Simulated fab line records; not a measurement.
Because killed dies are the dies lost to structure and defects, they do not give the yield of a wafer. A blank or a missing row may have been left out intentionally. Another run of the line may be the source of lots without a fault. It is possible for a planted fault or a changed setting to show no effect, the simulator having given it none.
fab line records	flow sky130
[record] lots = 12	wafers = 33	last-day = 50
route steps=708 shown NWELL@76 VT_ADJUST_HVTR@141 SONOS_TUNNEL@160 SONOS_ONO@182 PAD_OPEN@708
lots untouched by any fault: they come from a run of this same line in which no faults occurred
start-h: hours from the record's opening day to when the first of the lot's shown wafers began	wait-h: hours elapsed since this lot's preceding step	" as in the row above	L1.1+2: several wafers, shown together as one row	- no value present, or no start provided	* or withheld: withheld	< > ~ a bound
route shown NAME@n: names a module that has steps shown in the file, with the first one's number in the route	usual: mean/standard deviation taken from wafers without a fault	same: alike in all rows	chamber/n: place in a boat	sites: the reading at each site	_std_site: how widely they spread, as a standard deviation	_edge_site: mean of outer sites minus mean of inner sites	radius-mm: how far each site lies from the wafer's centre	mask NAME#n: copy n	behind: the tool/chamber that last shaped the wafer	hold: what put the lot on hold/how long, in hours/how the hold closed	device: whichever transistor did not switch (one of n, p or np)	end of line: at the end of the route, the tests of the same wafers	a step without rows: its recipe alone	killed: count of dies lost to structure and defects at first sort (not the wafer's yield)	map: a wafer's dies, x killed, . not, _ none there
set.NAME: the setting that was run; set.NAME@STEP: the one run at that earlier step	model.NAME: the simulator's own value behind a step, which no gauge read
one table for each step of the route and one row for each wafer, over a sample of lots
services: from which hour (start-h, from the record's first day; less than 0 if before it) a tool's chamber was out of use, for how many hours, and why
[[steps]]
[step SKY_NWELL_OVL_MEAS_23]
[usual] NWELL_01_OVL = -0.3/1.5
lot.wafer	tool	chamber	start-h	wait-h	NWELL_01_OVL[nm]
L611.1	overlay-02	-	103.17	-	2.8
L611.4	"	-	"	"	1.6
L611.6	"	-	"	"	0.3
L613.3	overlay-02	-	118.28	-	-0.2
L613.4	"	-	"	"	-1.1
L613.5	"	-	"	"	-2.7
L616.1	overlay-01	-	133.57	-	1.1
L616.3	"	-	"	"	-0.2
L616.6	"	-	"	"	0.5
L618.2	overlay-02	-	146.70	-	-0.6
L618.4	"	-	"	"	0.7
L618.6	"	-	"	"	0.4
L619.2	overlay-02	-	150.20	-	-2.4
L619.4	"	-	"	"	-0.7
L619.5	"	-	"	"	-2.1
L620.2	overlay-02	-	155.13	-	0.5
L620.4	"	-	"	"	-1.0
L620.5	"	-	"	"	-1.1
L623.1	overlay-01	-	174.79	-	-1.1
L623.3	"	-	"	"	-0.3
L623.4	"	-	"	"	-0.5
L624.2	overlay-02	-	183.78	-	-2.4
L624.3	"	-	"	"	-2.0
L624.4	"	-	"	"	-1.8
L626.2	overlay-01	-	195.93	-	-1.0
L626.3	"	-	"	"	0.9
L626.6	"	-	"	"	-1.1
L627.3	overlay-01	-	200.93	-	-3.8
L627.4	"	-	"	"	-2.1
L631.1	overlay-02	-	223.79	-	2.0
L631.4	"	-	"	"	-2.1
L632.1	overlay-02	-	233.37	-	-0.5
L632.4	"	-	"	"	0.2
[step SKY_VT_ADJUST_HVTR_STRIP_10]
[recipe] chemistry = O2/N2	power-w = 1400	pressure-mtorr = 1500	platen-temp-c = withheld	o2-flow-sccm = 3000	n2-flow-sccm = 300	overash-fraction = 0.5
[usual] drypump-motor-current-A = 5.63/0.2	o2-flow-sccm = 3001/9.6	oes-product-au = 0.715/0.0049	strip-time-to-endpoint-s = 14.19/0.039
lot.wafer	tool	chamber	start-h	wait-h	drypump-motor-current-A	o2-flow-sccm	oes-product-au	rf-hours-counter-h	strip-time-to-endpoint-s
L611.1	plasma-asher-02	0	203.74	0.1	5.39	3013	0.723	38	14.12
L611.4	"	1	"	"	5.58	3013	0.721	-	14.16
L611.6	"	0	"	"	5.36	3006	0.727	-	14.13
L613.3	plasma-asher-01	1	221.63	0.1	5.97	2986	0.719	-	14.23
L613.4	"	0	"	"	5.45	3012	0.714	-	14.23
L613.5	"	0	"	"	5.46	3012	0.717	-	14.26
L616.1	plasma-asher-03	1	241.14	0.1	5.68	3006	0.710	54	14.19
L616.3	"	1	"	"	5.68	3009	0.719	-	14.18
L616.6	"	0	"	"	5.65	3014	0.717	-	14.19
L618.2	plasma-asher-03	1	254.45	0.1	5.70	2996	0.706	56	14.16
L618.4	"	0	"	"	5.64	3010	0.707	-	14.18
L618.6	"	0	"	"	5.66	3003	0.717	-	14.18
L619.2	plasma-asher-01	1	260.54	0.1	5.92	3025	0.721	59	14.22
L619.4	"	1	"	"	5.96	3015	0.717	-	14.23
L619.5	"	0	"	"	5.45	3002	0.716	-	14.19
L620.2	plasma-asher-01	1	265.60	0.1	6.00	2989	0.710	60	14.23
L620.4	"	0	"	"	5.47	3006	0.714	-	14.23
L620.5	"	0	"	"	5.47	3001	0.716	-	14.22
L623.1	plasma-asher-01	1	288.34	0.1	5.92	3007	0.717	62	14.19
L623.3	"	1	"	"	5.94	3009	0.714	-	14.18
L623.4	"	0	"	"	5.45	3007	0.717	-	14.17
L624.2	plasma-asher-03	1	297.70	0.1	5.66	2995	0.712	60	14.25
L624.3	"	1	"	"	5.67	3002	0.722	-	14.24
L624.4	"	0	"	"	5.66	2986	0.714	-	14.25
L626.2	plasma-asher-01	0	310.54	0.1	5.45	2978	0.717	64	14.14
L626.3	"	0	"	"	5.45	2980	0.713	-	14.17
L626.6	"	0	"	"	5.46	2981	0.713	-	14.14
L627.3	plasma-asher-01	0	319.41	0.1	5.46	3006	0.706	-	14.14
L627.4	"	1	"	"	5.93	2993	0.714	-	14.10
L631.1	plasma-asher-02	1	347.10	0.1	5.60	3004	0.725	53	14.24
L631.4	"	0	"	"	5.35	3002	0.713	-	14.20
L632.1	plasma-asher-01	1	357.94	0.1	5.98	3012	0.716	70	14.15
L632.4	"	1	"	"	5.98	3006	0.723	-	14.19
[step SKY_SONOS_TUNNEL_DEVELOP_06]
[recipe] resist = NOVOLAK	developer = TMAH	develop-time-s = 60	dev-temp-c = 23
[usual] resist-line-temp-C = 22.99/0.11
lot.wafer	tool	chamber	start-h	wait-h	resist-line-temp-C
L611.1	litho-track-04	0	248.07	0.1	22.85
L611.4	"	0	"	"	22.88
L611.6	"	0	"	"	22.87
L613.3	litho-track-04	0	268.37	0.1	22.85
L613.4	"	0	"	"	22.94
L613.5	"	0	"	"	22.95
L616.1	litho-track-02	0	287.83	0.1	23.11
L616.3	"	0	"	"	22.90
L616.6	"	0	"	"	23.09
L618.2	litho-track-04	0	301.20	0.1	22.92
L618.4	"	0	"	"	23.08
L618.6	"	0	"	"	22.91
L619.2	litho-track-02	0	306.60	0.1	22.88
L619.4	"	0	"	"	22.90
L619.5	"	0	"	"	22.91
L620.2	litho-track-02	0	311.20	0.1	22.85
L620.4	"	0	"	"	22.96
L620.5	"	0	"	"	22.82
L623.1	litho-track-01	0	337.19	0.1	23.01
L623.3	"	0	"	"	22.85
L623.4	"	0	"	"	23.04
L624.2	litho-track-01	0	349.61	0.1	23.05
L624.3	"	0	"	"	22.79
L624.4	"	0	"	"	23.01
L626.2	litho-track-01	0	363.56	0.1	23.10
L626.3	"	0	"	"	23.11
L626.6	"	0	"	"	23.19
L627.3	litho-track-01	0	374.94	0.1	23.00
L627.4	"	0	"	"	23.09
L631.1	litho-track-01	0	404.69	0.1	23.12
L631.4	"	0	"	"	23.16
L632.1	litho-track-01	0	416.49	0.1	23.08
L632.4	"	0	"	"	23.12
[step SKY_SONOS_TUNNEL_CD_MEAS_07]
[recipe] target-cd-nm = 410
[usual] cd-nm = 410.8/2.4
lot.wafer	tool	chamber	start-h	wait-h	cd-nm
L611.1	cd-sem-02	-	248.22	0.1	410.0
L611.4	"	-	"	"	410.9
L611.6	"	-	"	"	410.7
L613.3	cd-sem-01	-	268.51	0.1	407.9
L613.4	"	-	"	"	410.4
L613.5	"	-	"	"	408.3
L616.1	cd-sem-02	-	287.98	0.1	413.6
L616.3	"	-	"	"	411.9
L616.6	"	-	"	"	412.8
L618.2	cd-sem-01	-	301.34	0.1	415.1
L618.4	"	-	"	"	413.3
L618.6	"	-	"	"	412.8
L619.2	cd-sem-02	-	306.75	0.1	409.6
L619.4	"	-	"	"	413.3
L619.5	"	-	"	"	413.2
L620.2	cd-sem-02	-	311.35	0.1	415.4
L620.4	"	-	"	"	412.9
L620.5	"	-	"	"	412.5
L623.1	cd-sem-02	-	337.34	0.1	411.1
L623.3	"	-	"	"	410.6
L623.4	"	-	"	"	411.7
L624.2	cd-sem-01	-	349.76	0.1	410.8
L624.3	"	-	"	"	411.7
L624.4	"	-	"	"	410.0
L626.2	cd-sem-02	-	363.71	0.1	411.8
L626.3	"	-	"	"	411.4
L626.6	"	-	"	"	408.0
L627.3	cd-sem-02	-	375.08	0.1	410.9
L627.4	"	-	"	"	-
L631.1	cd-sem-01	-	404.84	0.1	-
L631.4	"	-	"	"	-
L632.1	cd-sem-01	-	416.64	0.1	-
L632.4	"	-	"	"	-
[step SKY_SONOS_TUNNEL_OVL_MEAS_08]
[usual] SONOS_TUNNEL_OVL = 0.3/1.2
lot.wafer	tool	chamber	start-h	wait-h	SONOS_TUNNEL_OVL[nm]
L611.1	overlay-01	-	248.34	0.1	0.0
L611.4	"	-	"	"	-1.0
L611.6	"	-	"	"	1.1
L613.3	overlay-01	-	268.60	0.1	0.5
L613.4	"	-	"	"	0.3
L613.5	"	-	"	"	1.9
L616.1	overlay-02	-	288.10	0.1	-1.0
L616.3	"	-	"	"	-0.3
L616.6	"	-	"	"	0.7
L618.2	overlay-01	-	301.45	0.1	-1.1
L618.4	"	-	"	"	1.0
L618.6	"	-	"	"	0.4
L619.2	overlay-02	-	306.85	0.1	2.4
L619.4	"	-	"	"	2.8
L619.5	"	-	"	"	2.9
L620.2	overlay-01	-	311.45	0.1	0.3
L620.4	"	-	"	"	-0.5
L620.5	"	-	"	"	0.4
L623.1	overlay-02	-	337.46	0.1	-1.1
L623.3	"	-	"	"	1.5
L623.4	"	-	"	"	0.4
L624.2	overlay-01	-	349.86	0.1	0.8
L624.3	"	-	"	"	1.9
L624.4	"	-	"	"	0.6
L626.2	overlay-02	-	363.81	0.1	0.1
L626.3	"	-	"	"	1.0
L626.6	"	-	"	"	0.3
L627.3	overlay-02	-	375.17	0.1	-1.1
L627.4	"	-	"	"	-
L631.1	overlay-02	-	404.96	0.1	-
L631.4	"	-	"	"	-
L632.1	overlay-02	-	416.76	0.1	-
L632.4	"	-	"	"	-
[step SKY_SONOS_TUNNEL_TW_MEAS_12]
[usual] SONOS_TUNNEL_TW = 198.3/1.5
lot.wafer	tool	chamber	start-h	wait-h	SONOS_TUNNEL_TW
L611.1	film-metro-04	-	248.79	0.0	199.5
L611.4	"	-	"	"	200.0
L611.6	"	-	"	"	199.3
L613.3	film-metro-03	-	269.07	0.0	196.3
L613.4	"	-	"	"	196.2
L613.5	"	-	"	"	197.0
L616.1	film-metro-04	-	288.54	0.0	198.6
L616.3	"	-	"	"	200.5
L616.6	"	-	"	"	199.1
L618.2	film-metro-01	-	301.91	0.0	200.2
L618.4	"	-	"	"	199.7
L618.6	"	-	"	"	200.3
L619.2	film-metro-01	-	307.30	0.0	200.5
L619.4	"	-	"	"	200.6
L619.5	"	-	"	"	199.3
L620.2	film-metro-03	-	311.90	0.0	196.9
L620.4	"	-	"	"	196.4
L620.5	"	-	"	"	197.8
L623.1	film-metro-01	-	337.92	0.0	200.6
L623.3	"	-	"	"	200.7
L623.4	"	-	"	"	201.0
L624.2	film-metro-01	-	350.32	0.0	201.4
L624.3	"	-	"	"	199.6
L624.4	"	-	"	"	199.7
L626.2	film-metro-01	-	364.27	0.0	199.6
L626.3	"	-	"	"	198.5
L626.6	"	-	"	"	199.6
L627.3	film-metro-01	-	375.78	0.0	199.3
L627.4	"	-	"	"	30.4
L631.1	film-metro-03	-	405.50	0.0	30.0
L631.4	"	-	"	"	29.9
L632.1	film-metro-03	-	417.41	0.0	29.8
L632.4	"	-	"	"	29.9
[step SKY_SONOS_ONO_OVL_MEAS_14]
[usual] SONOS_ONO_OVL = 0.2/1.2
lot.wafer	tool	chamber	start-h	wait-h	SONOS_ONO_OVL[nm]
L611.1	overlay-01	-	278.39	0.1	2.2
L611.4	"	-	"	"	0.6
L611.6	"	-	"	"	2.9
L613.3	overlay-01	-	304.91	0.1	0.8
L613.4	"	-	"	"	-1.0
L613.5	"	-	"	"	-3.1
L616.1	overlay-02	-	322.01	0.1	-2.3
L616.3	"	-	"	"	-1.9
L616.6	"	-	"	"	-0.2
L618.2	overlay-01	-	333.32	0.1	-1.6
L618.4	"	-	"	"	1.5
L618.6	"	-	"	"	-0.5
L619.2	overlay-01	-	340.82	0.1	0.6
L619.4	"	-	"	"	0.2
L619.5	"	-	"	"	1.8
L620.2	overlay-01	-	344.37	0.1	0.6
L620.4	"	-	"	"	-0.4
L620.5	"	-	"	"	1.6
L623.1	overlay-01	-	369.40	0.1	-0.1
L623.3	"	-	"	"	0.4
L623.4	"	-	"	"	1.2
L624.2	overlay-01	-	383.95	0.1	-0.1
L624.3	"	-	"	"	0.2
L624.4	"	-	"	"	-0.2
L626.2	overlay-01	-	397.42	0.1	-1.3
L626.3	"	-	"	"	0.0
L626.6	"	-	"	"	-0.2
L627.3	overlay-02	-	413.10	0.1	0.2
[step SKY_PAD_OPEN_PROBE_99]
[usual] killed_at_M0_to_M3 = 43/6.5	killed_at_M4_up = 3.2/1.8	killed-at-contacts = 26/5.2	killed-at-front-end = 16/4.8	killed-at-other = 0.3/0.6	killed-dies = 89/9.6	killed-on-rim = 17/3.7	killed-open = 48/7.1	killed-short = 40/6.4
[same] gross-dies = 492	killed-at-back-side = 0
lot.wafer	tool	chamber	start-h	wait-h	killed_at_M0_to_M3	killed_at_M4_up	killed-at-contacts	killed-at-front-end	killed-at-other	killed-dies	killed-on-rim	killed-open	killed-short
L611.1	prober-02	-	1074.53	0.1	38	4	18	28	0	88	16	42	46
L611.4	prober-02	-	1074.68	0.2	46	6	18	17	1	88	17	42	46
L611.6	prober-02	-	1074.78	0.2	42	2	22	20	0	86	16	56	30
L616.1	prober-02	-	1109.15	0.1	44	8	27	22	1	102	18	46	52
L616.3	prober-02	-	1109.25	0.2	49	2	22	17	0	90	22	51	39
L616.6	prober-02	-	1109.40	0.2	48	3	23	15	1	90	12	40	49
L618.2	prober-02	-	1117.54	0.1	38	5	24	13	0	80	15	47	33
L618.6	prober-02	-	1117.74	0.2	52	2	22	20	0	96	20	49	47
L619.2	prober-01	-	1119.29	0.1	49	3	23	11	0	86	21	62	24
L619.4	prober-01	-	1119.39	0.2	41	4	22	12	1	80	13	42	38
L619.5	prober-01	-	1119.44	0.2	45	2	20	12	0	79	20	50	29
L620.2	prober-02	-	1126.61	0.1	36	5	23	10	0	74	12	40	34
L620.4	prober-02	-	1126.71	0.2	42	4	23	14	0	83	10	44	39
L620.5	prober-02	-	1126.76	0.2	35	4	18	14	1	72	16	39	32
L623.1	prober-01	-	1143.05	0.1	29	4	33	16	0	82	15	44	38
L623.3	prober-01	-	1143.15	0.2	35	3	16	10	0	64	10	44	20
L623.4	prober-01	-	1143.20	0.2	55	4	26	15	0	100	17	55	45
L626.2	prober-02	-	1156.15	0.1	45	1	19	15	0	80	17	48	31
L626.3	prober-02	-	1156.20	0.2	60	5	20	16	0	101	22	55	44
L626.6	prober-02	-	1156.35	0.2	44	3	16	20	0	83	22	50	33
L627.3	prober-01	-	1170.37	0.2	44	5	23	16	0	88	17	51	35
L627.4	prober-01	-	1170.42	0.2	49	1	27	414	1	492	96	54	35
L631.1	prober-01	-	1182.96	0.1	52	3	22	414	1	492	96	51	39
L631.4	prober-01	-	1183.11	0.2	52	3	24	413	0	492	96	57	37
L632.1	prober-02	-	1190.20	0.1	39	4	22	427	0	492	96	39	34
L632.4	prober-02	-	1190.35	0.2	31	4	24	433	0	492	96	39	31
// killed by level:class
L611.1 VIA2:geometric-particle:open=8 POLY_GATE:geometric-particle:open=7 POLY_GATE:geometric-particle:short=7 CONTACT:geometric-particle:open=7 METAL1:geometric-particle:short=7 FIELD_ISO:geometric-particle:open=5 VIA1:geometric-particle:short=5 METAL2:geometric-particle:short=5
L611.4 METAL1:geometric-particle:short=9 POLY_GATE:geometric-particle:short=7 VIA2:geometric-particle:open=7 LI_CONTACT:geometric-particle:open=6 VIA3:geometric-particle:open=6 METAL2:geometric-particle:short=5 VIA1:geometric-particle:open=5 METAL4:geometric-particle:short=4
L611.6 POLY_GATE:geometric-particle:open=9 VIA1:geometric-particle:open=9 VIA3:geometric-particle:open=8 VIA2:geometric-particle:open=8 LI_CONTACT:geometric-particle:open=6 FIELD_ISO:geometric-particle:open=5 CONTACT:geometric-particle:open=5 METAL1:geometric-particle:short=5
L616.1 VIA1:geometric-particle:open=9 VIA1:geometric-particle:short=9 POLY_GATE:geometric-particle:short=8 LI_CONTACT:geometric-particle:open=8 VIA3:geometric-particle:open=7 CONTACT:geometric-particle:open=5 CONTACT:geometric-particle:short=5 METAL1:geometric-particle:short=5
L616.3 VIA1:geometric-particle:open=11 VIA1:geometric-particle:short=10 VIA2:geometric-particle:open=7 VIA3:geometric-particle:open=7 LI_CONTACT:geometric-particle:open=6 CONTACT:geometric-particle:short=6 POLY_GATE:geometric-particle:short=5 METAL1:geometric-particle:short=4
L616.6 VIA1:geometric-particle:open=11 METAL1:geometric-particle:short=10 CONTACT:geometric-particle:open=7 LOCAL_INTERCONNECT:geometric-particle:short=6 METAL2:geometric-particle:short=6 VIA3:geometric-particle:open=5 METAL3:geometric-particle:short=5 FIELD_ISO:geometric-particle:short=4
L618.2 LI_CONTACT:geometric-particle:open=10 VIA3:geometric-particle:open=7 VIA1:geometric-particle:open=7 VIA2:geometric-particle:open=7 CONTACT:geometric-particle:open=6 VIA1:geometric-particle:short=6 FIELD_ISO:geometric-particle:open=5 METAL4:geometric-particle:short=5
L618.6 VIA1:geometric-particle:open=14 VIA3:geometric-particle:open=8 CONTACT:geometric-particle:open=8 FIELD_ISO:geometric-particle:short=6 METAL3:geometric-particle:short=5 FIELD_ISO:geometric-particle:open=4 POLY_GATE:geometric-particle:short=4 LOCAL_INTERCONNECT:geometric-particle:short=4
L619.2 LI_CONTACT:geometric-particle:open=13 VIA1:geometric-particle:open=11 VIA3:geometric-particle:open=8 VIA2:geometric-particle:open=7 CONTACT:geometric-particle:open=7 METAL2:geometric-particle:short=6 POLY_GATE:geometric-particle:open=4 METAL1:geometric-particle:open=4
L619.4 VIA1:geometric-particle:open=10 LI_CONTACT:geometric-particle:open=7 CONTACT:geometric-particle:short=7 METAL1:geometric-particle:short=6 VIA3:geometric-particle:open=6 CONTACT:geometric-particle:open=5 VIA2:geometric-particle:open=4 METAL2:geometric-particle:short=4
L619.5 VIA1:geometric-particle:open=11 CONTACT:geometric-particle:open=8 METAL1:geometric-particle:short=7 LI_CONTACT:geometric-particle:open=7 METAL3:geometric-particle:short=7 POLY_GATE:geometric-particle:open=5 VIA3:geometric-particle:open=5 METAL1:geometric-particle:open=3
L620.2 VIA3:geometric-particle:open=9 CONTACT:geometric-particle:short=7 VIA2:geometric-particle:open=7 POLY_GATE:geometric-particle:short=6 LI_CONTACT:geometric-particle:open=6 VIA1:geometric-particle:open=6 METAL4:geometric-particle:short=5 CONTACT:geometric-particle:open=4
L620.4 CONTACT:geometric-particle:open=9 VIA1:geometric-particle:short=8 LI_CONTACT:geometric-particle:open=6 FIELD_ISO:geometric-particle:short=5 VIA1:geometric-particle:open=5 METAL2:geometric-particle:short=5 VIA2:geometric-particle:open=5 FIELD_ISO:geometric-particle:open=4
L620.5 VIA1:geometric-particle:open=11 VIA1:geometric-particle:short=9 FIELD_ISO:geometric-particle:open=6 LI_CONTACT:geometric-particle:open=6 VIA3:geometric-particle:open=5 LOCAL_INTERCONNECT:geometric-particle:short=4 CONTACT:geometric-particle:open=4 METAL2:geometric-particle:short=3
L623.1 CONTACT:geometric-particle:open=16 CONTACT:geometric-particle:short=10 POLY_GATE:geometric-particle:open=5 VIA2:geometric-particle:open=5 VIA3:geometric-particle:open=5 LI_CONTACT:geometric-particle:open=4 VIA1:geometric-particle:open=4 METAL4:geometric-particle:short=4
L623.3 VIA1:geometric-particle:open=9 VIA2:geometric-particle:open=9 LI_CONTACT:geometric-particle:open=6 CONTACT:geometric-particle:open=5 VIA3:geometric-particle:open=5 POLY_GATE:geometric-particle:open=4 CONTACT:geometric-particle:short=4 METAL1:geometric-particle:short=4
L623.4 CONTACT:geometric-particle:open=13 VIA3:geometric-particle:open=11 VIA1:geometric-particle:open=10 METAL1:geometric-particle:short=9 VIA1:geometric-particle:short=6 VIA2:geometric-particle:open=5 METAL2:geometric-particle:short=5 FIELD_ISO:geometric-particle:open=4
L626.2 VIA1:geometric-particle:open=19 FIELD_ISO:geometric-particle:short=8 VIA3:geometric-particle:open=8 CONTACT:geometric-particle:open=6 VIA1:geometric-particle:short=5 LI_CONTACT:geometric-particle:short=4 LI_CONTACT:geometric-particle:open=4 VIA2:geometric-particle:open=4
L626.3 VIA3:geometric-particle:open=14 VIA1:geometric-particle:open=12 CONTACT:geometric-particle:open=10 FIELD_ISO:geometric-particle:short=6 VIA3:geometric-particle:short=5 LI_CONTACT:geometric-particle:open=5 METAL1:geometric-particle:short=5 VIA1:geometric-particle:short=5
L626.6 VIA1:geometric-particle:open=10 VIA2:geometric-particle:open=8 FIELD_ISO:geometric-particle:open=6 CONTACT:geometric-particle:open=6 METAL1:geometric-particle:short=6 POLY_GATE:geometric-particle:open=5 VIA1:geometric-particle:short=5 VIA2:geometric-particle:short=5
L627.3 VIA1:geometric-particle:open=17 CONTACT:geometric-particle:open=9 VIA2:geometric-particle:open=7 POLY_GATE:geometric-particle:short=6 CONTACT:geometric-particle:short=5 METAL1:geometric-particle:open=5 METAL4:geometric-particle:short=5 LOCAL_INTERCONNECT:geometric-particle:short=4
L627.4 SONOS_TUNNEL:area-develop=400 VIA1:geometric-particle:open=16 CONTACT:geometric-particle:open=12 VIA2:geometric-particle:open=6 VIA3:geometric-particle:open=5 CONTACT:geometric-particle:short=5 VIA1:geometric-particle:short=5 METAL2:geometric-particle:short=5
L631.1 SONOS_TUNNEL:area-develop=402 VIA1:geometric-particle:open=14 LI_CONTACT:geometric-particle:open=9 VIA2:geometric-particle:open=8 METAL1:geometric-particle:short=8 CONTACT:geometric-particle:open=7 VIA3:geometric-particle:open=7 FIELD_ISO:geometric-particle:short=6
L631.4 SONOS_TUNNEL:area-develop=398 VIA3:geometric-particle:open=13 VIA1:geometric-particle:open=12 CONTACT:geometric-particle:open=8 VIA2:geometric-particle:open=7 LI_CONTACT:geometric-particle:open=6 LOCAL_INTERCONNECT:geometric-particle:short=6 METAL1:geometric-particle:short=6
L632.1 SONOS_TUNNEL:area-develop=419 VIA1:geometric-particle:open=10 LI_CONTACT:geometric-particle:open=7 CONTACT:geometric-particle:open=7 METAL3:geometric-particle:short=6 VIA1:geometric-particle:short=5 VIA2:geometric-particle:short=4 FIELD_ISO:geometric-particle:short=3
L632.4 SONOS_TUNNEL:area-develop=422 VIA1:geometric-particle:open=7 LI_CONTACT:geometric-particle:open=7 CONTACT:geometric-particle:open=6 METAL2:geometric-particle:short=6 VIA3:geometric-particle:open=5 POLY_GATE:geometric-particle:open=4 LOCAL_INTERCONNECT:geometric-particle:short=4
[[services]]
tool	chamber	start-h	hours	kind
plasma-asher-01	-	189.02	2.8	pm
plasma-asher-02	-	197.42	2.8	pm
plasma-asher-01	-	206.80	1.6	repair
plasma-asher-03	-	227.99	5.0	repair
plasma-asher-03	-	322.64	28.1	pm
plasma-asher-02	-	335.01	0.8	repair
plasma-asher-03	-	394.04	3.6	repair
plasma-asher-03	-	396.44	2.7	repair
[[key]]
[first-sign] step = SKY_SONOS_TUNNEL_CD_MEAS_07	reading = cd-nm	direction = missing
[effect] step = SKY_SONOS_TUNNEL_OVL_MEAS_08	reading = SONOS_TUNNEL_OVL	direction = missing
[effect] step = SKY_SONOS_TUNNEL_TW_MEAS_12	reading = SONOS_TUNNEL_TW	direction = down	sigmas = 99+	usual = 198.3	struck = 30.0
[effect] step = SKY_PAD_OPEN_PROBE_99	reading = killed-at-front-end	direction = up	sigmas = 84	usual = 16	struck = 420
[more-kills-born-at] SKY_SONOS_TUNNEL_DEVELOP_06@litho-track-01 = 2041
met-at SKY_SONOS_TUNNEL_DEVELOP_06
struck-lots L627,L631,L632
struck-wafers L627.4,L631.1,L631.4,L632.1,L632.4
later-rows-left-out L627.4,L631.1,L631.4,L632.1,L632.4
tester-left-out L627,L631,L632
not-acting-at SKY_NWELL_OVL_MEAS_23,SKY_VT_ADJUST_HVTR_STRIP_10,SKY_SONOS_ONO_OVL_MEAS_14
onset-between 363.56 374.94
[fault] kind = process-parameter-drift	tool = litho-track-01	chamber = -	onset-h = 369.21	steps = SKY_SONOS_TUNNEL_DEVELOP_06	channel = develop-time-s	offset = *	shape = step	end-h = 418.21	scope = struck-wafers-only	acts-in = *	stated = *
// tester-left-out: of these lots the tester's yield and bins aren't shown, on N5 and GAA mostly nor the transistor test; their killed dies are dies lost to structure and defects alone, not to doping, threshold or leakage, so they don't give the yield
// later-rows-left-out: the simulator's readings of these wafers behind a module that went badly wrong aren't trusted and aren't shown, but for the sort
